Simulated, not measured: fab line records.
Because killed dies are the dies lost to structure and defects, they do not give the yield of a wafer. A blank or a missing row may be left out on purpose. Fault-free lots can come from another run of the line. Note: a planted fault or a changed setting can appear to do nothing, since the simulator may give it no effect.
fab line records ; flow sfq-line
[record] lots = 6; wafers = 18; last-day = 91
route steps=325 shown I1@73
lots with no fault: from the same line, run without faults
start-h: hours from the record's opening day to when the first of the lot's shown wafers began ; wait-h: hours from the lot's prior step to this one ; " the same as in the row above ; L1.1+2: a row that stands for several wafers ; - either no value or no given start ; * or withheld: withheld ; < > ~ a bound
route shown NAME@n: a module of which the file shows steps, and the number in the route of the first ; usual: mean/standard deviation taken from wafers without a fault ; same: alike in all rows ; chamber/n: place in a boat ; sites: readings site by site ; _std_site: the standard deviation of these ; _edge_site: outer sites' mean less inner sites' ; radius-mm: how far each site lies from the wafer's centre ; mask NAME#n: copy n ; behind: the most recent tool/chamber to have shaped the wafer ; hold: reason for holding the lot/hours on hold/outcome of the hold ; device: the transistor (n, p or np) that didn't switch ; end of line: tests of these same wafers at the route's end ; a step given without rows: its recipe and nothing more ; killed: not the wafer's yield, but the dies lost to structure and defects at the first sort ; map: a wafer's dies, x killed, . not, _ none there
set.NAME: the setting the step ran with; set.NAME@STEP: the setting that earlier step ran with ; model.NAME: the simulator's own value behind a step, which no gauge read
lots at some steps of the route; a table a step, a row a wafer
services: a tool's chamber out of use, with start hour (start-h, from the record's first day; less than 0 if before it), hours out, and reason
[[steps]]
[step SFQ_TRILAYER_I1_DEP_PECVD_045]
[recipe] material = SiO2; temp-c = 150; time-s = 111.11; pressure-torr = 2.4; rf-w = 183.3; precursor = SiH4/N2O; target-thk-nm = 500
[usual] heater-power-w = 82/9.8; showerhead-vpp-V = 834/30; throttle-valve-pct = 24.3/1.2
[same] time-s = 111.11
lot.wafer;tool;chamber;start-h;wait-h;heater-power-w;showerhead-vpp-V;throttle-valve-pct
L678.2;pecvd-04;0;620.79;0.0;71;851;23.6
L678.3;pecvd-04;2;620.79;0.0;93;867;23.1
L678.5;pecvd-04;1;620.79;0.0;82;849;22.8
L679.1;pecvd-03;0;623.44;0.0;90;801;24.2
L679.2;pecvd-03;2;623.44;0.0;91;785;22.7
L679.3;pecvd-03;1;623.44;0.0;79;795;25.2
L695.1;pecvd-04;2;747.07;0.0;83;883;23.5
L695.5;pecvd-04;0;747.07;0.0;59;843;24.1
L695.6;pecvd-04;2;747.07;0.0;84;865;23.2
L697.1;pecvd-04;0;767.47;0.0;67;838;24.1
L697.5;pecvd-04;0;767.47;0.0;71;851;24.1
L697.6;pecvd-04;2;767.47;0.0;91;890;23.3
L698.2;pecvd-04;0;788.97;0.0;64;825;24.3
L698.3;pecvd-04;0;788.97;0.0;66;818;24.4
L698.4;pecvd-04;1;788.97;0.0;83;833;24.0
L699.1;pecvd-01;0;804.28;0.0;95;820;26.4
L699.4;pecvd-01;1;804.28;0.0;95;882;24.9
L699.6;pecvd-01;0;804.28;0.0;99;823;26.4
[step SFQ_TRILAYER_I1_CMP_CMP_046]
[recipe] material = SiO2; down-force-psi = 3; platen-rpm = 60; pad-velocity-m-s = 0.94248
[usual] motor-current-A = 10.8/0.94; slurry-filter-dp-kPa = 13.51/0.14; slurry-flow-ml-min = 150.0/0.5; time-to-endpoint-s = 218/7.8
lot.wafer;tool;chamber;start-h;wait-h;motor-current-A;slurry-filter-dp-kPa;slurry-flow-ml-min;time-to-endpoint-s
L678.3;cmp-02;1;629.72;8.9;9.6;13.47;150.5;207
L678.2;cmp-02;0;631.22;10.4;11.6;13.69;149.9;213
L678.5;cmp-02;2;632.22;11.3;10.9;13.35;149.9;222
L679.1;cmp-01;3;632.55;9.1;12.1;13.50;149.6;209
L679.3;cmp-01;1;633.55;10.1;10.2;13.53;149.3;213
L679.2;cmp-01;2;633.55;10.1;8.6;13.43;149.8;211
L695.1;cmp-02;1;755.31;8.2;10.1;13.67;149.7;218
L695.6;cmp-02;2;755.31;8.2;11.1;13.50;150.7;212
L695.5;cmp-02;3;755.31;8.2;11.5;13.71;150.6;234
L697.1;cmp-02;2;772.31;4.8;11.2;13.47;150.0;215
L697.6;cmp-02;1;773.81;6.3;9.9;13.46;149.5;225
L697.5;cmp-02;2;773.81;6.3;11.2;13.34;149.8;224
L698.4;cmp-01;0;795.52;6.5;11.3;13.70;151.1;229
L698.3;cmp-01;2;796.52;7.5;8.8;13.49;149.8;225
L698.2;cmp-01;3;796.52;7.5;12.5;13.65;150.3;212
L699.4;cmp-02;1;811.60;7.2;9.9;13.40;149.9;222
L699.1;cmp-02;2;811.60;7.2;10.9;13.37;148.8;216
L699.6;cmp-02;0;813.10;8.7;11.7;13.62;149.6;225
[step SFQ_I1_BOW_MEAS_912]
[recipe] mode = bow
[usual] I1_BOW = 2/7
lot.wafer;tool;chamber;start-h;wait-h;I1_BOW[um]
L678.2;film-metro-03;-;632.74;1.0;2
L678.3;film-metro-03;-;632.74;1.0;-3
L678.5;film-metro-03;-;632.74;1.0;1
L679.1;film-metro-02;-;635.55;2.5;0
L679.2;film-metro-02;-;635.55;2.5;10
L679.3;film-metro-02;-;635.55;2.5;6
L695.1;film-metro-03;-;756.81;1.0;-6
L695.5;film-metro-03;-;756.81;1.0;-1
L695.6;film-metro-03;-;756.81;1.0;-3
L697.1;film-metro-02;-;774.81;2.0;-6
L697.5;film-metro-02;-;774.81;2.0;-5
L697.6;film-metro-02;-;774.81;2.0;2
L698.2;film-metro-04;-;798.54;1.0;2
L698.3;film-metro-04;-;798.54;1.0;-1
L698.4;film-metro-04;-;798.54;1.0;4
L699.1;film-metro-03;-;813.60;1.0;0
L699.4;film-metro-03;-;813.60;1.0;8
L699.6;film-metro-03;-;813.60;1.0;13
[step SFQ_TRILAYER_I1_METRO_MEASURE_047]
[usual] thk-nm = 200.4/1
lot.wafer;tool;chamber;start-h;wait-h;thk-nm
L678.2;film-metro-03;-;633.04;0.3;199.9
L678.3;film-metro-03;-;633.04;0.3;199.8
L678.5;film-metro-03;-;633.04;0.3;199.6
L679.1;film-metro-02;-;635.67;0.1;199.3
L679.2;film-metro-02;-;635.67;0.1;200.5
L679.3;film-metro-02;-;635.67;0.1;200.1
L695.1;film-metro-03;-;756.93;0.1;200.3
L695.5;film-metro-03;-;756.93;0.1;201.8
L695.6;film-metro-03;-;756.93;0.1;199.3
L697.1;film-metro-02;-;774.93;0.1;198.8
L697.5;film-metro-02;-;774.93;0.1;200.0
L697.6;film-metro-02;-;774.93;0.1;199.5
L698.2;film-metro-04;-;798.84;0.3;200.5
L698.3;film-metro-04;-;798.84;0.3;202.3
L698.4;film-metro-04;-;798.84;0.3;203.3
L699.1;film-metro-03;-;813.72;0.1;199.1
L699.4;film-metro-03;-;813.72;0.1;198.6
L699.6;film-metro-03;-;813.72;0.1;199.9
[step SFQ_TRILAYER_I1_VIA_LITHO_COAT_054]
[recipe] resist = BARC; spin-rpm = 3000; resist-thk-nm = 62
[step SFQ_TRILAYER_I1_VIA_LITHO_COAT_049]
[recipe] resist = KrF; spin-rpm = 3000; resist-thk-nm = 650
[step SFQ_TRILAYER_I1_VIA_LITHO_SOFTBAKE_053]
[recipe] temp-c = withheld; time-s = withheld; resist = KrF
[step SFQ_TRILAYER_I1_VIA_LITHO_EXPOSE_050]
[recipe] mask-id = I1; na = 0.6; source-shape = conventional; sigma-outer = 0.65; target-cd-nm = 500; dose-mj = 21.3
[step SFQ_TRILAYER_I1_VIA_LITHO_PEB_052]
[recipe] peb-temp-c = 115; peb-time-s = 60; resist = KrF
[step SFQ_TRILAYER_I1_VIA_LITHO_DEVELOP_051]
[recipe] time-s = 60; resist = KrF
[step SFQ_I1_OVL_MEAS_913]
[usual] I1_OVL = 0/5.7
lot.wafer;tool;chamber;start-h;wait-h;I1_OVL[nm]
L678.2;overlay-02;-;636.37;0.1;3
L678.3;overlay-02;-;636.37;0.1;2
L678.5;overlay-02;-;636.37;0.1;-4
L679.1;overlay-01;-;639.96;0.1;-11
L679.2;overlay-01;-;639.96;0.1;-2
L679.3;overlay-01;-;639.96;0.1;-13
L695.1;overlay-01;-;761.18;0.1;8
L695.5;overlay-01;-;761.18;0.1;2
L695.6;overlay-01;-;761.18;0.1;-2
L697.1;overlay-02;-;778.38;0.1;-4
L697.5;overlay-02;-;778.38;0.1;-8
L697.6;overlay-02;-;778.38;0.1;-1
L698.2;overlay-02;-;807.61;0.1;-4
L698.3;overlay-02;-;807.61;0.1;0
L698.4;overlay-02;-;807.61;0.1;0
L699.1;overlay-01;-;817.95;0.1;-1
L699.4;overlay-01;-;817.95;0.1;-11
L699.6;overlay-01;-;817.95;0.1;-2
[step SFQ_TRILAYER_I1_VIA_BARC_OPEN_VIA_ETCH_071]
[recipe] mask-material = PR; chemistry = O2; target-depth-nm = 125; target = BARC; source-w = 500; bias-w = 80; pressure-mtorr = 30; time-s = 41.7
[usual] chamber-pressure-mTorr = 30.001/0.027; drypump-motor-current-A = 5.7/0.61; oes-product-au = 0.685/0.0052; rf-fwd-power-W = 495.1/1.8
[same] time-s = 41.7
lot.wafer;tool;chamber;start-h;wait-h;chamber-pressure-mTorr;drypump-motor-current-A;oes-product-au;rf-fwd-power-W;rf-hours-counter-h
L678.2;rie-diel-02;0;636.40;0.0;30.009;5.9;0.686;494.5;69
L678.3;rie-diel-02;1;636.40;0.0;29.987;6.0;0.686;493.8;58
L678.5;rie-diel-02;3;636.40;0.0;29.983;6.2;0.681;494.2;-
L679.1;rie-diel-04;2;640.00;0.0;30.022;6.5;0.679;495.4;6
L679.2;rie-diel-04;3;640.00;0.0;30.051;6.1;0.682;495.5;68
L679.3;rie-diel-04;1;640.00;0.0;30.011;4.7;0.684;494.0;51
L695.1;rie-diel-02;3;761.22;0.0;30.015;6.2;0.698;494.8;9
L695.5;rie-diel-02;3;761.22;0.0;30.051;6.2;0.687;493.9;-
L695.6;rie-diel-02;0;761.22;0.0;30.002;5.9;0.677;493.3;-
L697.1;rie-diel-02;3;778.41;0.0;30.004;6.1;0.685;493.2;9
L697.5;rie-diel-02;0;778.41;0.0;30.018;5.9;0.680;493.8;-
L697.6;rie-diel-02;3;778.41;0.0;30.012;6.1;0.694;493.0;-
L698.2;rie-diel-04;0;807.64;0.0;30.033;5.7;0.693;492.8;15
L698.3;rie-diel-04;2;807.64;0.0;30.010;6.5;0.682;495.8;8
L698.4;rie-diel-04;3;807.64;0.0;30.006;6.1;0.687;495.5;-
L699.1;rie-diel-04;2;817.99;0.0;30.042;6.5;0.688;496.2;8
L699.4;rie-diel-04;3;817.99;0.0;29.997;6.1;0.685;499.1;2
L699.6;rie-diel-04;2;817.99;0.0;30.023;6.5;0.685;496.5;-
[step SFQ_TRILAYER_I1_VIA_ETCH_VIA_ETCH_052]
[recipe] target = SiO2; stop-on = Nb; mask-material = PR; taper-deg = 20; chemistry = CHF3; target-depth-nm = 260; source-w = 500; bias-w = 80; pressure-mtorr = 30; time-s = withheld
[usual] chamber-pressure-mTorr = 30.000/0.028; drypump-motor-current-A = 5.7/0.6; oes-product-au = 0.855/0.0048; rf-fwd-power-W = 498.3/1.7
lot.wafer;tool;chamber;start-h;wait-h;chamber-pressure-mTorr;drypump-motor-current-A;oes-product-au;rf-fwd-power-W
L678.2;rie-diel-02;0;636.43;0.0;29.963;6.0;0.848;500.7
L678.3;rie-diel-02;1;636.43;0.0;29.980;6.0;0.849;498.4
L678.5;rie-diel-02;3;636.43;0.0;29.968;6.2;0.856;499.9
L679.1;rie-diel-04;2;640.03;0.0;30.072;6.5;0.849;497.3
L679.2;rie-diel-04;3;640.03;0.0;30.048;6.1;0.856;497.2
L679.3;rie-diel-04;1;640.03;0.0;30.010;4.7;0.857;500.0
L695.1;rie-diel-02;3;761.26;0.0;30.044;6.2;0.861;416.4
L695.5;rie-diel-02;3;761.26;0.0;29.993;6.1;0.854;418.2
L695.6;rie-diel-02;0;761.26;0.0;29.988;6.0;0.852;419.7
L697.1;rie-diel-02;3;778.45;0.0;30.000;6.1;0.849;416.2
L697.5;rie-diel-02;0;778.45;0.0;30.014;6.0;0.854;420.6
L697.6;rie-diel-02;3;778.45;0.0;30.009;6.1;0.853;416.7
L698.2;rie-diel-04;0;807.68;0.0;29.950;5.7;0.853;498.4
L698.3;rie-diel-04;2;807.68;0.0;30.001;6.6;0.859;495.2
L698.4;rie-diel-04;3;807.68;0.0;30.023;6.1;0.866;501.2
L699.1;rie-diel-04;2;818.03;0.0;29.964;6.5;0.855;499.4
L699.4;rie-diel-04;3;818.03;0.0;30.032;6.1;0.851;498.8
L699.6;rie-diel-04;2;818.03;0.0;29.995;6.5;0.848;497.8
[step SFQ_TRILAYER_I1_VIA_STRIP_STRIP_053]
[recipe] gas = O2; power-w = 200; platen-temp-c = 40; overash-fraction = 0.65; chemistry = O2; pressure-mtorr = 50
[usual] chamber-pressure-mTorr = 50.00/0.046; drypump-motor-current-A = 5.7/0.54; oes-product-au = 0.997/0.0085
lot.wafer;tool;chamber;start-h;wait-h;chamber-pressure-mTorr;drypump-motor-current-A;oes-product-au;rf-hours-counter-h
L678.2;rie-metal-02;1;636.55;-;50.02;5.1;1.021;54
L678.3;rie-metal-02;1;636.55;-;50.04;5.1;1.005;-
L678.5;rie-metal-02;1;636.55;-;49.95;5.1;1.011;-
L679.1;rie-metal-01;1;640.15;-;49.99;6.6;0.987;70
L679.2;rie-metal-01;0;640.15;-;50.01;5.5;0.987;24
L679.3;rie-metal-01;1;640.15;-;50.06;6.6;0.991;-
L695.1;rie-metal-03;1;761.37;-;50.10;5.2;1.011;44
L695.5;rie-metal-03;0;761.37;-;49.90;5.5;0.994;-
L695.6;rie-metal-03;1;761.37;-;50.02;5.2;1.010;-
L697.1;rie-metal-01;1;778.57;-;49.98;6.6;0.994;88
L697.5;rie-metal-01;1;778.57;-;49.96;6.6;0.997;-
L697.6;rie-metal-01;0;778.57;-;49.98;5.5;1.007;-
L698.2;rie-metal-02;1;807.99;-;49.95;5.0;1.008;-
L698.3;rie-metal-02;1;807.99;-;49.95;5.1;1.001;-
L698.4;rie-metal-02;1;807.99;-;49.98;5.1;1.008;-
L699.1;rie-metal-03;1;818.14;-;49.96;5.2;1.006;53
L699.4;rie-metal-03;0;818.14;-;50.00;5.5;1.010;-
L699.6;rie-metal-03;0;818.14;-;50.08;5.4;0.999;-
[[services]]
tool;chamber;start-h;hours;kind
cmp-02;-;604.01;13.3;pm
rie-diel-04;3;618.32;2.1;repair
rie-diel-02;1;619.74;2.7;repair
film-metro-03;-;620.79;1.6;pm
cmp-01;-;622.85;6.7;pm
film-metro-03;-;627.34;0.3;pm
rie-diel-02;2;640.45;3.3;repair
rie-metal-02;-;641.13;10.0;pm
rie-diel-04;1;641.79;9.4;repair
cmp-01;-;653.04;2.3;repair
cmp-02;-;672.71;2.8;pm
cmp-02;-;674.96;1.3;repair
film-metro-03;-;689.03;1.0;pm
rie-diel-04;0;699.71;5.8;repair
film-metro-03;-;708.48;0.4;pm
pecvd-04;2;720.37;5.7;repair
cmp-02;-;746.81;4.0;pm
pecvd-04;2;767.59;49.1;repair
rie-diel-02;-;771.90;1.0;repair
film-metro-03;-;773.94;1.4;pm
rie-diel-04;1;786.04;30.3;repair
rie-diel-02;1;801.67;6.1;repair
rie-diel-02;3;804.55;1.4;repair
cmp-02;-;818.42;0.6;repair
[[key]]
[first-sign] step = SFQ_TRILAYER_I1_VIA_ETCH_VIA_ETCH_052; reading = rf-fwd-power-W; direction = down; sigmas = 47; usual = 498.3; struck = 418.0
effect none on later readings
met-at SFQ_TRILAYER_I1_VIA_ETCH_VIA_ETCH_052
struck-wafers L695.1,L695.5,L695.6,L697.1,L697.5,L697.6
onset-between 636.43 761.26
[fault] kind = process-parameter-drift; tool = rie-diel-02; chamber = -; onset-h = 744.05; steps = SFQ_TRILAYER_I1_VIA_ETCH_VIA_ETCH_052; channel = source-w; offset = -80; shape = step; end-h = 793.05; acts-in = these-recipes-only; stated = 500
